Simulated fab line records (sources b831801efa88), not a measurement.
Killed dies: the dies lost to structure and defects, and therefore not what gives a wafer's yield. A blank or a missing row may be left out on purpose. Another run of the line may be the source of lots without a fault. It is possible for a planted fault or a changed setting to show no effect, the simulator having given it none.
The tool behind it: which one? / flow sky130 / Sampling: 15 lots, 45 wafers, 5 of 708 route steps

== WHAT EACH GAUGE READ, for each wafer ==
SKY_NWELL_RS_MEAS_31: measures by four-point-probe. Usual: PWDE_RS gives 5270 ohm/sq (standard deviation 19).
lot=L277; measured=day 5 10:51; on=filmMetro-01; PWDE_RS (ohm/sq)=5286 5288 5290; flag=
lot=L278; measured=day 5 16:57; on=filmMetro-03; PWDE_RS (ohm/sq)=5274 5253 5271; flag=
lot=L279; measured=day 5 23:50; on=filmMetro-03; PWDE_RS (ohm/sq)=5303 5301 5290; flag=
lot=L281; measured=day 6 17:25; on=filmMetro-01; PWDE_RS (ohm/sq)=5293 5292 5263; flag=
lot=L283; measured=day 6 21:12; on=filmMetro-03; PWDE_RS (ohm/sq)=5287 5285 5292; flag=
lot=L284; measured=day 7 05:55; on=filmMetro-01; PWDE_RS (ohm/sq)=5259 5267 5232; flag=
lot=L286; measured=day 7 16:17; on=filmMetro-03; PWDE_RS (ohm/sq)=5266 5259 5255; flag=
lot=L287; measured=day 7 20:10; on=filmMetro-04; PWDE_RS (ohm/sq)=5269 5281 5257; flag=
lot=L289; measured=day 8 10:13; on=filmMetro-04; PWDE_RS (ohm/sq)=5296 5295 5302; flag=
lot=L290; measured=day 8 22:20; on=filmMetro-03; PWDE_RS (ohm/sq)=5268 5289 5251; flag=
lot=L291; measured=day 9 02:17; on=filmMetro-04; PWDE_RS (ohm/sq)=5271 5276 5286; flag=
lot=L292; measured=day 9 07:28; on=filmMetro-03; PWDE_RS (ohm/sq)=5264 5262 5272; flag=
lot=L295; measured=day 9 23:02; on=filmMetro-01; PWDE_RS (ohm/sq)=5295 5284 5282; flag=
lot=L299; measured=day 10 23:40; on=filmMetro-04; PWDE_RS (ohm/sq)=5282 5281 5262; flag=
lot=L300; measured=day 11 06:54; on=filmMetro-04; PWDE_RS (ohm/sq)=5244 5239 5254; flag=

SKY_VT_ADJUST_HVTR_TW_MEAS_11. Usual: VT_ADJUST_HVTR_TW gives 210.2 (standard deviation 2.9).
lot=L277; measured=day 9 17:04; on=filmMetro-04; VT_ADJUST_HVTR_TW=207.0 207.2 205.3; flag=
lot=L278; measured=day 9 23:39; on=filmMetro-01; VT_ADJUST_HVTR_TW=213.1 212.8 213.5; flag=
lot=L279; measured=day 10 07:12; on=filmMetro-04; VT_ADJUST_HVTR_TW=207.1 207.7 206.2; flag=
lot=L281; measured=day 11 02:07; on=filmMetro-04; VT_ADJUST_HVTR_TW=206.3 206.3 206.3; flag=
lot=L283; measured=day 11 08:02; on=filmMetro-04; VT_ADJUST_HVTR_TW=207.5 207.0 207.3; flag=
lot=L284; measured=day 11 16:02; on=filmMetro-01; VT_ADJUST_HVTR_TW=213.1 214.3 214.8; flag=
lot=L286; measured=day 12 05:17; on=filmMetro-03; VT_ADJUST_HVTR_TW=211.2 211.1 211.0; flag=
lot=L287; measured=day 12 09:05; on=filmMetro-04; VT_ADJUST_HVTR_TW=207.9 206.7 206.0; flag=
lot=L289; measured=day 13 02:36; on=filmMetro-01; VT_ADJUST_HVTR_TW=212.7 212.5 211.6; flag=
lot=L290; measured=day 13 15:43; on=filmMetro-01; VT_ADJUST_HVTR_TW=211.6 212.0 211.8; flag=
lot=L291; measured=day 13 22:22; on=filmMetro-01; VT_ADJUST_HVTR_TW=213.1 211.9 211.7; flag=
lot=L292; measured=day 14 02:13; on=filmMetro-04; VT_ADJUST_HVTR_TW=205.8 207.2 207.7; flag=
lot=L295; measured=day 14 23:08; on=filmMetro-04; VT_ADJUST_HVTR_TW=206.8 206.4 206.9; flag=
lot=L299; measured=day 16 08:04; on=filmMetro-04; VT_ADJUST_HVTR_TW=208.0 207.0 207.3; flag=
lot=L300; measured=day 16 19:00; on=filmMetro-01; VT_ADJUST_HVTR_TW=213.8 212.3 211.8; flag=

SKY_GATE_OXIDE_THK_MEAS_02. Usual: GATE_OXIDE_OXIDATION_00_THK gives 10.38 nm (standard deviation 0.2).
lot=L277; measured=day 12 20:07; on=filmMetro-04; GATE_OXIDE_OXIDATION_00_THK (nm)=10.79 10.68 10.61; flag=
lot=L278; measured=day 13 05:02; on=filmMetro-03; GATE_OXIDE_OXIDATION_00_THK (nm)=10.54 10.47 10.45; flag=
lot=L279; measured=day 13 13:02; on=filmMetro-01; GATE_OXIDE_OXIDATION_00_THK (nm)=10.10 10.19 10.34; flag=
lot=L281; measured=day 14 13:10; on=filmMetro-01; GATE_OXIDE_OXIDATION_00_THK (nm)=10.30 10.32 10.34; flag=
lot=L283; measured=day 14 17:31; on=filmMetro-01; GATE_OXIDE_OXIDATION_00_THK (nm)=10.34 10.25 10.14; flag=
lot=L284; measured=day 15 05:04; on=filmMetro-04; GATE_OXIDE_OXIDATION_00_THK (nm)=10.70 10.42 10.70; flag=
lot=L286; measured=day 15 20:56; on=filmMetro-03; GATE_OXIDE_OXIDATION_00_THK (nm)=10.51 10.51 10.50; flag=
lot=L287; measured=day 16 01:41; on=filmMetro-03; GATE_OXIDE_OXIDATION_00_THK (nm)=10.21 10.33 10.34; flag=
lot=L289; measured=day 16 16:44; on=filmMetro-03; GATE_OXIDE_OXIDATION_00_THK (nm)=10.40 10.52 10.49; flag=
lot=L290; measured=day 17 11:28; on=filmMetro-04; GATE_OXIDE_OXIDATION_00_THK (nm)=8.49 8.40 8.40; flag=OFF
lot=L291; measured=day 17 18:08; on=filmMetro-04; GATE_OXIDE_OXIDATION_00_THK (nm)=8.00 8.00 7.97; flag=OFF
lot=L292; measured=day 17 22:19; on=filmMetro-04; GATE_OXIDE_OXIDATION_00_THK (nm)=8.41 8.50 8.53; flag=OFF
lot=L295; measured=day 18 21:53; on=filmMetro-04; GATE_OXIDE_OXIDATION_00_THK (nm)=10.02 10.35 10.26; flag=
lot=L299; measured=day 20 09:19; on=filmMetro-01; GATE_OXIDE_OXIDATION_00_THK (nm)=10.05 10.20 10.09; flag=
lot=L300; measured=day 20 21:17; on=filmMetro-04; GATE_OXIDE_OXIDATION_00_THK (nm)=10.17 10.24 10.11; flag=

== EACH LOT AND THE TOOL THAT RAN IT (in order: tool; ch and the chambers of the sampled wafers; start) ==
lot=L277; SKY_FIELD_ISO_CMP_27=cmp-01 ch 0,2,3, day 2 09:52; SKY_GATE_OXIDE_OXIDATION_01=furnace-02 ch 0, day 12 18:42
lot=L278; SKY_FIELD_ISO_CMP_27=cmp-01 ch 0,1,2, day 2 16:43; SKY_GATE_OXIDE_OXIDATION_01=furnace-01 ch 0, day 13 03:38
lot=L279; SKY_FIELD_ISO_CMP_27=cmp-01 ch 0,2,3, day 2 21:35; SKY_GATE_OXIDE_OXIDATION_01=furnace-02 ch 0, day 13 11:38
lot=L281; SKY_FIELD_ISO_CMP_27=cmp-01 ch 0,2,3, day 3 13:19; SKY_GATE_OXIDE_OXIDATION_01=furnace-01 ch 0, day 14 11:44
lot=L283; SKY_FIELD_ISO_CMP_27=cmp-02 ch 0,3, day 3 16:58; SKY_GATE_OXIDE_OXIDATION_01=furnace-02 ch 0, day 14 16:06
lot=L284; SKY_FIELD_ISO_CMP_27=cmp-01 ch 2,3, day 3 21:33; SKY_GATE_OXIDE_OXIDATION_01=furnace-02 ch 0, day 15 03:39
lot=L286; SKY_FIELD_ISO_CMP_27=cmp-02 ch 0,2,3, day 4 08:23; SKY_GATE_OXIDE_OXIDATION_01=furnace-02 ch 0, day 15 19:31
lot=L287; SKY_FIELD_ISO_CMP_27=cmp-01 ch 1,2,3, day 4 12:36; SKY_GATE_OXIDE_OXIDATION_01=furnace-01 ch 0, day 16 00:15
lot=L289; SKY_FIELD_ISO_CMP_27=cmp-01 ch 0,1,3, day 4 23:58; SKY_GATE_OXIDE_OXIDATION_01=furnace-01 ch 0, day 16 15:19
lot=L290; SKY_FIELD_ISO_CMP_27=cmp-02 ch 1,3, day 5 09:44; SKY_GATE_OXIDE_OXIDATION_01=furnace-01 ch 0, day 17 10:04
lot=L291; SKY_FIELD_ISO_CMP_27=cmp-01 ch 0,2,3, day 5 13:37; SKY_GATE_OXIDE_OXIDATION_01=furnace-01 ch 0, day 17 16:44
lot=L292; SKY_FIELD_ISO_CMP_27=cmp-01 ch 0,1, day 5 17:41; SKY_GATE_OXIDE_OXIDATION_01=furnace-01 ch 0, day 17 20:53
lot=L295; SKY_FIELD_ISO_CMP_27=cmp-01 ch 0,1,3, day 6 09:01; SKY_GATE_OXIDE_OXIDATION_01=furnace-02 ch 0, day 18 20:27
lot=L299; SKY_FIELD_ISO_CMP_27=cmp-02 ch 0,1,3, day 7 08:46; SKY_GATE_OXIDE_OXIDATION_01=furnace-02 ch 0, day 20 07:53
lot=L300; SKY_FIELD_ISO_CMP_27=cmp-02 ch 2,3, day 7 14:16; SKY_GATE_OXIDE_OXIDATION_01=furnace-02 ch 0, day 20 19:53
- SKY_FIELD_ISO_CMP_27: polishes, stops on Si3N4, t overpolish 16 s, target thk 457.8 nm.
- SKY_GATE_OXIDE_OXIDATION_01: stabilise 600 s, purge 300 s, target thk 10.268 nm.

== WHAT THE TOOLS THEMSELVES READ (means of the sampled wafers that have a number; where no wafer has one, the mark that the record gives instead) ==
SKY_FIELD_ISO_CMP_27. Usual: motorCurrentA 12.8 A, standard deviation 1.1; overpolishRunS 16.001 s, standard deviation 0.0085; slurryFlowMlMin 150.1, standard deviation 0.5; timeToEndpointS 110 s, standard deviation 5.6.
lot=L277; tool=cmp-01; motorCurrentA (A)=12.8; overpolishRunS (s)=16.004; slurryFlowMlMin=150.0; timeToEndpointS (s)=106; flag=
lot=L278; tool=cmp-01; motorCurrentA (A)=12.6; overpolishRunS (s)=15.990; slurryFlowMlMin=150.1; timeToEndpointS (s)=112; flag=
lot=L279; tool=cmp-01; motorCurrentA (A)=12.6; overpolishRunS (s)=16.005; slurryFlowMlMin=150.4; timeToEndpointS (s)=101; flag=
lot=L281; tool=cmp-01; motorCurrentA (A)=13.3; overpolishRunS (s)=15.991; slurryFlowMlMin=150.0; timeToEndpointS (s)=105; flag=
lot=L283; tool=cmp-02; motorCurrentA (A)=12.1; overpolishRunS (s)=16.008; slurryFlowMlMin=150.3; timeToEndpointS (s)=106; flag=
lot=L284; tool=cmp-01; motorCurrentA (A)=12.2; overpolishRunS (s)=15.997; slurryFlowMlMin=150.0; timeToEndpointS (s)=114; flag=
lot=L286; tool=cmp-02; motorCurrentA (A)=11.7; overpolishRunS (s)=15.997; slurryFlowMlMin=150.0; timeToEndpointS (s)=109; flag=
lot=L287; tool=cmp-01; motorCurrentA (A)=12.6; overpolishRunS (s)=16.009; slurryFlowMlMin=149.9; timeToEndpointS (s)=114; flag=
lot=L289; tool=cmp-01; motorCurrentA (A)=13.5; overpolishRunS (s)=16.006; slurryFlowMlMin=150.3; timeToEndpointS (s)=108; flag=
lot=L290; tool=cmp-02; motorCurrentA (A)=12.5; overpolishRunS (s)=15.997; slurryFlowMlMin=149.6; timeToEndpointS (s)=121; flag=
lot=L291; tool=cmp-01; motorCurrentA (A)=12.9; overpolishRunS (s)=16.004; slurryFlowMlMin=149.8; timeToEndpointS (s)=107; flag=
lot=L292; tool=cmp-01; motorCurrentA (A)=13.8; overpolishRunS (s)=15.997; slurryFlowMlMin=150.1; timeToEndpointS (s)=109; flag=
lot=L295; tool=cmp-01; motorCurrentA (A)=13.3; overpolishRunS (s)=16.005; slurryFlowMlMin=149.7; timeToEndpointS (s)=110; flag=
lot=L299; tool=cmp-02; motorCurrentA (A)=12.9; overpolishRunS (s)=16.000; slurryFlowMlMin=150.2; timeToEndpointS (s)=103; flag=
lot=L300; tool=cmp-02; motorCurrentA (A)=11.9; overpolishRunS (s)=16.003; slurryFlowMlMin=150.6; timeToEndpointS (s)=108; flag=

SKY_GATE_OXIDE_OXIDATION_01. Usual: spikeTcBottomC 916.9 C, standard deviation 1.2; spikeTcCentreC 901.2 C, standard deviation 1.3; spikeTcLowerC 900.3 C, standard deviation 1.1; spikeTcTopC 913.1 C, standard deviation 2.5; spikeTcUpperC 900.4 C, standard deviation 0.99; tubeCenterTempC 899.99 C, standard deviation 0.093; tube_center_temp_C_max 902.4, standard deviation 0.37; zonePowerLowerPct 17.15 %, standard deviation 0.16.
lot=L277; tool=furnace-02; spikeTcBottomC (C)=917.3; spikeTcCentreC (C)=900.3; spikeTcLowerC (C)=898.6; spikeTcTopC (C)=910.8; spikeTcUpperC (C)=901.3; tubeCenterTempC (C)=899.98; tube_center_temp_C_max=902.4; zonePowerLowerPct (%)=16.99; flag=
lot=L278; tool=furnace-01; spikeTcBottomC (C)=916.0; spikeTcCentreC (C)=903.1; spikeTcLowerC (C)=901.6; spikeTcTopC (C)=914.6; spikeTcUpperC (C)=899.8; tubeCenterTempC (C)=900.09; tube_center_temp_C_max=902.4; zonePowerLowerPct (%)=17.26; flag=
lot=L279; tool=furnace-02; spikeTcBottomC (C)=917.9; spikeTcCentreC (C)=900.8; spikeTcLowerC (C)=898.9; spikeTcTopC (C)=911.0; spikeTcUpperC (C)=900.4; tubeCenterTempC (C)=899.99; tube_center_temp_C_max=902.3; zonePowerLowerPct (%)=17.37; flag=
lot=L281; tool=furnace-01; spikeTcBottomC (C)=916.6; spikeTcCentreC (C)=902.4; spikeTcLowerC (C)=901.1; spikeTcTopC (C)=915.2; spikeTcUpperC (C)=900.6; tubeCenterTempC (C)=899.98; tube_center_temp_C_max=902.8; zonePowerLowerPct (%)=17.10; flag=
lot=L283; tool=furnace-02; spikeTcBottomC (C)=918.1; spikeTcCentreC (C)=899.9; spikeTcLowerC (C)=899.1; spikeTcTopC (C)=910.5; spikeTcUpperC (C)=900.1; tubeCenterTempC (C)=899.90; tube_center_temp_C_max=902.1; zonePowerLowerPct (%)=17.03; flag=
lot=L284; tool=furnace-02; spikeTcBottomC (C)=917.4; spikeTcCentreC (C)=901.5; spikeTcLowerC (C)=899.7; spikeTcTopC (C)=909.9; spikeTcUpperC (C)=901.0; tubeCenterTempC (C)=899.97; tube_center_temp_C_max=902.4; zonePowerLowerPct (%)=17.19; flag=
lot=L286; tool=furnace-02; spikeTcBottomC (C)=918.1; spikeTcCentreC (C)=899.7; spikeTcLowerC (C)=899.6; spikeTcTopC (C)=910.8; spikeTcUpperC (C)=901.4; tubeCenterTempC (C)=900.00; tube_center_temp_C_max=902.2; zonePowerLowerPct (%)=17.07; flag=
lot=L287; tool=furnace-01; spikeTcBottomC (C)=916.6; spikeTcCentreC (C)=902.6; spikeTcLowerC (C)=900.4; spikeTcTopC (C)=914.3; spikeTcUpperC (C)=900.2; tubeCenterTempC (C)=899.99; tube_center_temp_C_max=902.3; zonePowerLowerPct (%)=17.15; flag=
lot=L289; tool=furnace-01; spikeTcBottomC (C)=916.2; spikeTcCentreC (C)=901.2; spikeTcLowerC (C)=902.0; spikeTcTopC (C)=914.8; spikeTcUpperC (C)=900.9; tubeCenterTempC (C)=899.94; tube_center_temp_C_max=902.0; zonePowerLowerPct (%)=16.90; flag=
lot=L290; tool=furnace-01; spikeTcBottomC (C)=896.2; spikeTcCentreC (C)=881.0; spikeTcLowerC (C)=880.1; spikeTcTopC (C)=895.8; spikeTcUpperC (C)=880.0; tubeCenterTempC (C)=879.91; tube_center_temp_C_max=882.8; zonePowerLowerPct (%)=16.56; flag=OFF
lot=L291; tool=furnace-01; spikeTcBottomC (C)=896.0; spikeTcCentreC (C)=881.8; spikeTcLowerC (C)=880.3; spikeTcTopC (C)=895.9; spikeTcUpperC (C)=880.4; tubeCenterTempC (C)=879.81; tube_center_temp_C_max=881.8; zonePowerLowerPct (%)=16.39; flag=OFF
lot=L292; tool=furnace-01; spikeTcBottomC (C)=896.6; spikeTcCentreC (C)=882.2; spikeTcLowerC (C)=880.5; spikeTcTopC (C)=895.2; spikeTcUpperC (C)=879.7; tubeCenterTempC (C)=879.89; tube_center_temp_C_max=882.1; zonePowerLowerPct (%)=16.25; flag=OFF
lot=L295; tool=furnace-02; spikeTcBottomC (C)=917.6; spikeTcCentreC (C)=899.8; spikeTcLowerC (C)=899.3; spikeTcTopC (C)=911.0; spikeTcUpperC (C)=900.2; tubeCenterTempC (C)=900.04; tube_center_temp_C_max=902.6; zonePowerLowerPct (%)=17.39; flag=
lot=L299; tool=furnace-02; spikeTcBottomC (C)=917.9; spikeTcCentreC (C)=899.7; spikeTcLowerC (C)=901.0; spikeTcTopC (C)=911.0; spikeTcUpperC (C)=899.8; tubeCenterTempC (C)=900.09; tube_center_temp_C_max=902.9; zonePowerLowerPct (%)=17.18; flag=
lot=L300; tool=furnace-02; spikeTcBottomC (C)=918.0; spikeTcCentreC (C)=899.7; spikeTcLowerC (C)=900.6; spikeTcTopC (C)=911.4; spikeTcUpperC (C)=899.6; tubeCenterTempC (C)=900.02; tube_center_temp_C_max=902.4; zonePowerLowerPct (%)=17.04; flag=

== THE ANSWER, worked out from the rows above alone ==
Rule: a lot is off if the mean of its wafers that have a number lies more than 3 standard deviations from the usual mean. A lot without any number at a reading at which 4 lots or more have one is off too. Where the step has rows for the other lots, those lots are counted as sound. First the gauges in route order, then the tools' own readings, where a lot's mean is used as printed above. At the first step where some lot is off, the reading lying furthest off is the one used; lots without a number count as furthest.
Off: at SKY_GATE_OXIDE_THK_MEAS_02 (GATE_OXIDE_OXIDATION_00_THK), L290, L291, L292.
If a tool, at a process step before that reading, ran all the lots that are off and no sound lot after the first of them, it fits. The gauges at SKY_GATE_OXIDE_THK_MEAS_02 aren't tried: what is off there is off at SKY_GATE_OXIDE_OXIDATION_01 too, on other tools, and a gauge's error can't cause that. One fits: furnace-01 at SKY_GATE_OXIDE_OXIDATION_01. A fault onset in the window from L289 (day 16 15:19, its last sound lot) to L290 (day 17 10:04, its first lot off) fits.
The tool's own readings at SKY_GATE_OXIDE_OXIDATION_01 bear it out: on the lots that are off they differ by more than 5 times the standard deviation of the sound lots' means. spikeTcBottomC reads 896.3 C there against 917.3 C on the sound lots; spikeTcCentreC reads 881.7 C there against 900.9 C on the sound lots; spikeTcLowerC reads 880.3 C there against 900.2 C on the sound lots; spikeTcTopC reads 895.6 C there against 912.1 C on the sound lots; spikeTcUpperC reads 880.0 C there against 900.4 C on the sound lots; tubeCenterTempC reads 879.87 C there against 900.00 C on the sound lots; tube_center_temp_C_max reads 882.2 there against 902.4 on the sound lots; zonePowerLowerPct reads 16.40 % there against 17.14 % on the sound lots.

== WHAT WAS PUT IN BY THE SIMULATOR ==
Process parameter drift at SKY_GATE_OXIDE_OXIDATION_01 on furnace-01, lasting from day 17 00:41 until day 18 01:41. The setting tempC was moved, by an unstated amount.
Lots struck among those shown: L290, L291, L292. The rule above found the same.
